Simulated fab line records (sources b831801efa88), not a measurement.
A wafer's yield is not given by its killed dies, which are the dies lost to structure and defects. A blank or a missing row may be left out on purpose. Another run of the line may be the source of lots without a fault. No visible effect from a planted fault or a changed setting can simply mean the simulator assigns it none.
fab line records + flow sky130
[record]
- lots = 5
- wafers = 15
- last_day = 50
route steps=708 shown LOCAL_INTERCONNECT@403 CONTACT@406
lots with no fault: from the same line, run without faults
start_h: the number of hours between the record's first day and the start of the first shown wafer of the lot + wait_h: hours elapsed since this lot's preceding step + " the same as in the row above + L1.1+2: several wafers, shown together as one row + - no value, or no start given + * or withheld: withheld + < > ~ a bound
route shown NAME@n: NAME is a module with steps in the file, n the number in the route of the first one + usual: the fault-free wafers' mean and standard deviation + same: alike in all rows + chamber/n: place in a boat + sites: per-site readings + _std_site: how widely they spread, as a standard deviation + _edge_site: inner sites' mean taken away from outer sites' mean + radius_mm: for every site, how far away it sits from the centre of the wafer + mask NAME#n: copy n + behind: tool/chamber where the wafer was last shaped + hold: the reason the lot was held/the length of the hold in hours/how it ended + device: transistor that didn't switch, given as n, p or np + end of line: tests run on the same wafers once the route is complete + where a step has no rows: the recipe by itself + killed: not the wafer's yield, but the dies lost to structure and defects at the first sort + map: per-die view of a wafer (x killed, . not killed, _ where there is no die)
set.NAME: the setting as run; set.NAME@STEP: as run at that earlier step + model.NAME: the simulator's own value behind a step, which no gauge read
lots at selected steps of the route; one table per step, one row per wafer
services: when a tool's chamber went out of use (start_h, in hours from the record's first day, below 0 if earlier), for how many hours, and the reason
[[steps]]
[step SKY_LOCAL_INTERCONNECT_STRIP_16]
[recipe]
- chemistry = post_etch_residue_remover
- time_s = 1200
- temp_c = 72.5
[usual]
- bath_heat_duty_pct = 14.3/1.5
| lot.wafer | tool         | chamber | start_h | wait_h | bath_heat_duty_pct |
|-----------|--------------|---------|---------|--------|--------------------|
| L074.1    | wet_bench-03 | 1       | 704.13  | 0.1    | 13.1               |
| L074.3    | "            | 1       | "       | "      | 12.1               |
| L074.4    | "            | 1       | "       | "      | 13.3               |
| L075.1    | wet_bench-02 | 2       | 712.68  | 0.1    | 15.6               |
| L075.4    | "            | 2       | "       | "      | 14.7               |
| L075.5    | "            | 2       | "       | "      | 15.1               |
| L085.1    | wet_bench-03 | 1       | 788.77  | 0.1    | 13.7               |
| L085.2    | "            | 1       | "       | "      | 12.7               |
| L085.3    | "            | 1       | "       | "      | 13.4               |
| L087.2    | wet_bench-04 | 2       | 835.73  | 0.1    | 13.8               |
| L087.5    | "            | 2       | "       | "      | 14.5               |
| L087.6    | "            | 2       | "       | "      | 15.0               |
| L097.2    | wet_bench-03 | 0       | 876.67  | 0.1    | 12.8               |
| L097.5    | "            | 0       | "       | "      | 12.8               |
| L097.6    | "            | 0       | "       | "      | 14.4               |
[step SKY_LOCAL_INTERCONNECT_CLEAN_17]
[recipe]
- chemistry = IPA
- time_s = 180
- temp_c = 25
[usual]
- bath_heat_duty_pct = 6.7/0.85
| lot.wafer | tool         | chamber | start_h | wait_h | bath_heat_duty_pct |
|-----------|--------------|---------|---------|--------|--------------------|
| L074.1    | wet_bench-03 | 2       | 704.47  | 0.0    | 6.4                |
| L074.3    | "            | 2       | "       | "      | 6.0                |
| L074.4    | "            | 2       | "       | "      | 6.2                |
| L075.1    | wet_bench-04 | 3       | 713.02  | 0.0    | 8.2                |
| L075.4    | "            | 3       | "       | "      | 7.7                |
| L075.5    | "            | 3       | "       | "      | 7.9                |
| L085.1    | wet_bench-02 | 2       | 789.11  | 0.0    | 6.0                |
| L085.2    | "            | 2       | "       | "      | 6.8                |
| L085.3    | "            | 2       | "       | "      | 5.9                |
| L087.2    | wet_bench-03 | 1       | 836.07  | 0.0    | 5.5                |
| L087.5    | "            | 1       | "       | "      | 6.3                |
| L087.6    | "            | 1       | "       | "      | 5.5                |
| L097.2    | wet_bench-02 | 2       | 877.04  | 0.0    | 5.9                |
| L097.5    | "            | 2       | "       | "      | 6.7                |
| L097.6    | "            | 2       | "       | "      | 6.0                |
[step SKY_LOCAL_INTERCONNECT_CLEAN_18]
[recipe]
- chemistry = O3/DIW
- dry = n2_spin
| lot.wafer  | tool         | chamber | start_h | wait_h |
|------------|--------------|---------|---------|--------|
| L074.1+3+4 | wet_bench-02 | 1       | 704.57  | 0.0    |
| L075.1+4+5 | wet_bench-02 | 0       | 713.08  | 0.0    |
| L085.1+2+3 | wet_bench-03 | 3       | 789.17  | 0.0    |
| L087.2+5+6 | wet_bench-04 | 3       | 836.14  | 0.0    |
| L097.2+5+6 | wet_bench-03 | 2       | 877.10  | 0.0    |
[step SKY_CONTACT_CVD_00]
[recipe]
- material = Si3N4
- target_thk_nm = 75
- temp_c = 400
- time_s = withheld
- rf_w = 450
[usual]
- heater_power_w = 741/100
- rf_fwd_power_W = 444.4/2.2
| lot.wafer | tool     | chamber | start_h | wait_h | heater_power_w | rf_fwd_power_W |
|-----------|----------|---------|---------|--------|----------------|----------------|
| L074.1    | pecvd-04 | 0       | 704.66  | 0.0    | 599            | 441.7          |
| L074.3    | "        | 1       | "       | "      | 620            | 445.9          |
| L074.4    | "        | 0       | "       | "      | 604            | 443.2          |
| L075.1    | pecvd-04 | 0       | 713.17  | 0.0    | 633            | 441.7          |
| L075.4    | "        | 1       | "       | "      | 627            | 447.4          |
| L075.5    | "        | 1       | "       | "      | 617            | 447.8          |
| L085.1    | pecvd-04 | 0       | 789.26  | 0.0    | 656            | 445.4          |
| L085.2    | "        | 1       | "       | "      | 648            | 446.3          |
| L085.3    | "        | 2       | "       | "      | 846            | 446.2          |
| L087.2    | pecvd-04 | 2       | 836.23  | 0.0    | 786            | 446.2          |
| L087.5    | "        | 1       | "       | "      | 690            | 446.6          |
| L087.6    | "        | 0       | "       | "      | 630            | 445.7          |
| L097.2    | pecvd-03 | 0       | 877.20  | 0.0    | 746            | 442.8          |
| L097.5    | "        | 0       | "       | "      | 782            | 440.8          |
| L097.6    | "        | 2       | "       | "      | 705            | 446.6          |
[step SKY_CONTACT_THK_MEAS_01]
[recipe]
- reads = Si3N4_of_CONTACT_CVD_00
[usual]
- CONTACT_CVD_00_THK = 75.0/0.98
| lot.wafer | tool          | chamber | start_h | wait_h | CONTACT_CVD_00_THK[nm] |
|-----------|---------------|---------|---------|--------|------------------------|
| L074.1    | film_metro-01 | -       | 704.69  | -      | 73.6                   |
| L074.3    | "             | -       | "       | "      | 74.5                   |
| L074.4    | "             | -       | "       | "      | 75.0                   |
| L075.1    | film_metro-01 | -       | 713.22  | -      | 74.5                   |
| L075.4    | "             | -       | "       | "      | 75.3                   |
| L075.5    | "             | -       | "       | "      | 76.0                   |
| L085.1    | film_metro-04 | -       | 789.30  | -      | 75.0                   |
| L085.2    | "             | -       | "       | "      | 74.4                   |
| L085.3    | "             | -       | "       | "      | 75.1                   |
| L087.2    | film_metro-02 | -       | 836.28  | -      | 74.9                   |
| L087.5    | "             | -       | "       | "      | 74.6                   |
| L087.6    | "             | -       | "       | "      | 75.3                   |
| L097.2    | film_metro-04 | -       | 877.26  | -      | 75.0                   |
| L097.5    | "             | -       | "       | "      | 76.2                   |
| L097.6    | "             | -       | "       | "      | 76.2                   |
[step SKY_CONTACT_HDPCVD_02]
[recipe]
- material = SiO2
- target_thk_nm = 565
- sigma_open_frac = 0.3
- time_s = 94.2
- temp_c = 600
- sih4_flow_sccm = 60
- pressure_mtorr = 6
| lot.wafer  | tool      | chamber | start_h | wait_h |
|------------|-----------|---------|---------|--------|
| L074.1+3+4 | hdpcvd-01 | 1,0,2   | 704.80  | 0.1    |
| L075.1+4+5 | hdpcvd-02 | 1,1,2   | 713.28  | 0.1    |
| L085.1+2+3 | hdpcvd-01 | 2,1,0   | 789.36  | 0.1    |
| L087.2+5+6 | hdpcvd-02 | 1,2,0   | 836.33  | 0.0    |
| L097.2+5+6 | hdpcvd-01 | 0,0,1   | 877.31  | 0.0    |
[step SKY_CONTACT_THK_MEAS_03]
[recipe]
- reads = SiO2_of_CONTACT_HDPCVD_02
[usual]
- CONTACT_HDPCVD_THK = 565/6.7
| lot.wafer | tool          | chamber | start_h | wait_h | CONTACT_HDPCVD_THK[nm] |
|-----------|---------------|---------|---------|--------|------------------------|
| L074.1    | film_metro-02 | -       | 704.87  | 0.0    | 575                    |
| L074.3    | "             | -       | "       | "      | 572                    |
| L074.4    | "             | -       | "       | "      | 574                    |
| L075.1    | film_metro-02 | -       | 713.39  | 0.1    | 560                    |
| L075.4    | "             | -       | "       | "      | 569                    |
| L075.5    | "             | -       | "       | "      | 565                    |
| L085.1    | film_metro-01 | -       | 789.42  | 0.0    | 555                    |
| L085.2    | "             | -       | "       | "      | 555                    |
| L085.3    | "             | -       | "       | "      | 556                    |
| L087.2    | film_metro-01 | -       | 836.41  | 0.0    | 557                    |
| L087.5    | "             | -       | "       | "      | 563                    |
| L087.6    | "             | -       | "       | "      | 554                    |
| L097.2    | film_metro-02 | -       | 877.39  | 0.0    | 570                    |
| L097.5    | "             | -       | "       | "      | 568                    |
| L097.6    | "             | -       | "       | "      | 569                    |
[step SKY_CONTACT_CMP_04]
[recipe]
- material = SiO2
- down_force_psi = 4
- platen_rpm = 60
- pad_velocity_m_s = 0.94248
[usual]
- motor_current_A = 12.0/1.5
- time_to_endpoint_s = 84/4
| lot.wafer | tool   | chamber | start_h | wait_h | motor_current_A | time_to_endpoint_s |
|-----------|--------|---------|---------|--------|-----------------|--------------------|
| L074.1    | cmp-01 | 0       | 704.93  | 0.1    | 14.0            | 87                 |
| L074.3    | "      | 1       | "       | "      | 12.3            | 89                 |
| L074.4    | "      | 3       | "       | "      | 12.7            | 88                 |
| L075.1    | cmp-01 | 3       | 713.45  | 0.1    | 12.6            | 80                 |
| L075.4    | "      | 0       | "       | "      | 13.8            | 83                 |
| L075.5    | "      | 3       | "       | "      | 12.7            | 82                 |
| L085.2    | cmp-02 | 0       | 789.48  | 0.0    | 12.5            | 79                 |
| L085.3    | "      | 2       | "       | "      | 12.1            | 81                 |
| L085.1    | "      | 3       | "       | "      | 10.7            | 83                 |
| L087.2    | cmp-01 | 0       | 836.46  | 0.0    | 14.1            | 80                 |
| L087.5    | "      | 0       | "       | "      | 13.9            | 81                 |
| L087.6    | "      | 1       | "       | "      | 12.8            | 79                 |
| L097.2    | cmp-01 | 3       | 877.54  | 0.1    | 12.8            | 84                 |
| L097.6    | "      | 1       | "       | "      | 12.6            | 85                 |
| L097.5    | "      | 2       | "       | "      | 12.7            | 81                 |
[step SKY_CONTACT_BOW_MEAS_05]
[recipe]
- mode = bow
[usual]
- CONTACT_BOW = 81/7.3
| lot.wafer | tool          | chamber | start_h | wait_h | CONTACT_BOW[um] |
|-----------|---------------|---------|---------|--------|-----------------|
| L074.1    | film_metro-04 | -       | 705.23  | 0.2    | 88              |
| L074.3    | "             | -       | "       | "      | 84              |
| L074.4    | "             | -       | "       | "      | 71              |
| L075.1    | film_metro-04 | -       | 713.75  | 0.2    | 85              |
| L075.4    | "             | -       | "       | "      | 77              |
| L075.5    | "             | -       | "       | "      | 83              |
| L085.1    | film_metro-02 | -       | 789.78  | 0.1    | 76              |
| L085.2    | "             | -       | "       | "      | 62              |
| L085.3    | "             | -       | "       | "      | 75              |
| L087.2    | film_metro-01 | -       | 836.78  | 0.3    | 88              |
| L087.5    | "             | -       | "       | "      | 83              |
| L087.6    | "             | -       | "       | "      | 82              |
| L097.2    | film_metro-04 | -       | 877.76  | 0.2    | 84              |
| L097.5    | "             | -       | "       | "      | 86              |
| L097.6    | "             | -       | "       | "      | 76              |
[step SKY_CONTACT_DEHYDRATE_06]
[recipe]
- temp_c = 200
- time_s = 60
[usual]
- heater_power_total_W = 160.39/0.12
| lot.wafer | tool           | chamber | start_h | wait_h | heater_power_total_W |
|-----------|----------------|---------|---------|--------|----------------------|
| L074.1    | litho_track-02 | 0       | 718.57  | 13.3   | 160.35               |
| L074.3    | "              | 0       | "       | "      | 160.56               |
| L074.4    | "              | 0       | "       | "      | 160.27               |
| L075.1    | litho_track-02 | 0       | 727.02  | 13.3   | 160.55               |
| L075.4    | "              | 0       | "       | "      | 160.33               |
| L075.5    | "              | 0       | "       | "      | 160.38               |
| L085.1    | litho_track-02 | 0       | 802.82  | 13.0   | 160.27               |
| L085.2    | "              | 0       | "       | "      | 160.44               |
| L085.3    | "              | 0       | "       | "      | 160.29               |
| L087.2    | litho_track-01 | 0       | 848.42  | 11.6   | 160.58               |
| L087.5    | "              | 0       | "       | "      | 160.44               |
| L087.6    | "              | 0       | "       | "      | 160.25               |
| L097.2    | litho_track-03 | 0       | 890.48  | 12.7   | 160.35               |
| L097.5    | "              | 0       | "       | "      | 160.20               |
| L097.6    | "              | 0       | "       | "      | 160.52               |
[step SKY_CONTACT_HMDS_07]
[recipe]
- prime_time_s = 60
- prime_temp_c = 120
| lot.wafer  | tool           | chamber | start_h | wait_h |
|------------|----------------|---------|---------|--------|
| L074.1+3+4 | litho_track-02 | 0       | 718.72  | 0.1    |
| L075.1+4+5 | litho_track-02 | 0       | 727.17  | 0.1    |
| L085.1+2+3 | litho_track-02 | 0       | 802.97  | 0.1    |
| L087.2+5+6 | litho_track-01 | 0       | 848.57  | 0.1    |
| L097.2+5+6 | litho_track-03 | 0       | 890.63  | 0.1    |
[[services]]
| tool         | chamber | start_h | hours | kind   |
|--------------|---------|---------|-------|--------|
| hdpcvd-02    | 2       | 708.14  | 3.1   | repair |
| hdpcvd-02    | 0       | 708.42  | 11.3  | repair |
| pecvd-04     | 2       | 710.76  | 5.6   | repair |
| pecvd-03     | 1       | 711.69  | 19.9  | repair |
| hdpcvd-01    | -       | 718.64  | 4.3   | pm     |
| cmp-02       | -       | 725.42  | 5.1   | repair |
| cmp-02       | -       | 734.24  | 1.9   | repair |
| cmp-02       | -       | 741.98  | 1.1   | repair |
| wet_bench-03 | -       | 743.44  | 17.0  | repair |
| cmp-02       | -       | 744.04  | 4.0   | pm     |
| cmp-01       | -       | 756.99  | 2.0   | repair |
| cmp-02       | -       | 758.24  | 1.5   | repair |
| hdpcvd-02    | 0       | 760.65  | 4.6   | repair |
| cmp-01       | -       | 784.01  | 0.5   | repair |
| wet_bench-03 | -       | 794.70  | 2.0   | repair |
| hdpcvd-01    | -       | 809.11  | 2.5   | repair |
| cmp-01       | -       | 813.77  | 5.3   | pm     |
| pecvd-04     | 0       | 815.59  | 5.1   | repair |
| hdpcvd-02    | 1       | 839.55  | 12.6  | repair |
| cmp-01       | -       | 853.94  | 19.0  | repair |
| wet_bench-02 | -       | 867.88  | 1.9   | pm     |
| cmp-01       | -       | 874.53  | 2.1   | repair |
| cmp-01       | -       | 883.12  | 1.7   | repair |
| hdpcvd-02    | -       | 885.91  | 0.5   | repair |
[[key]]
fault none
